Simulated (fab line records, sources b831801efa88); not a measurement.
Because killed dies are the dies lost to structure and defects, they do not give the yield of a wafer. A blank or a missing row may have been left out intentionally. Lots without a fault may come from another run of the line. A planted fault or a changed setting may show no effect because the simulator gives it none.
Chamber matching + flow gf180mcu + GF_HV_LDD_ETCHBACK_58 on rie-diel-02 has 4 sister chambers
The step etches Si3N4 in CH3F/O2, stops on SiO2, time 100 s, target depth 90 nm. 4 wafers are shown with their chamber, then 7 later ones without.

== WAFERS, EACH WITH ITS CHAMBER ==
| wafer  | chamber | drypump-motor-current-A (A) |
|--------|---------|-----------------------------|
| L168.2 | 3       | 5.0                         |
| L175.3 | 2       | 6.3                         |
| L177.2 | 0       | 5.2                         |
| L177.3 | 1       | 5.4                         |

== WAFERS WHOSE CHAMBER IS MISSING ==
| wafer  | drypump-motor-current-A (A) |
|--------|-----------------------------|
| L177.5 | 5.4                         |
| L178.2 | 5.3                         |
| L178.3 | 5.4                         |
| L178.5 | 6.3                         |
| L182.1 | 5.1                         |
| L182.4 | 6.3                         |
| L182.5 | 5.4                         |

== WHICH CHAMBER EACH WENT THROUGH ==
| wafer  | from the rows above     | in truth |
|--------|-------------------------|----------|
| L177.5 | 1                       | 1        |
| L178.2 | can't be placed: 0 or 1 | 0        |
| L178.3 | 1                       | 1        |
| L178.5 | 2                       | 2        |
| L182.1 | can't be placed: 3 or 0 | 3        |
| L182.4 | 2                       | 2        |
| L182.5 | 1                       | 1        |
Placed correctly: 5 of 7. From these rows, 2 cannot be placed; in 2 the true chamber is one of the candidates. Placed wrongly: 0.
How it was worked out, from the rows above alone: a wafer's distance from a chamber is the root of the sum, over the readings, of the square of ((its reading less the chamber's mean) divided by the reading's scatter). If the next closest chamber is less than 2 further off than the closest, the wafer can't be placed; otherwise it belongs to the closest. For every chamber, the mean is computed from those of its wafers that are shown. The scatter: root of mean squared gap, hidden wafer to nearest shown wafer, with one shown wafer a chamber.
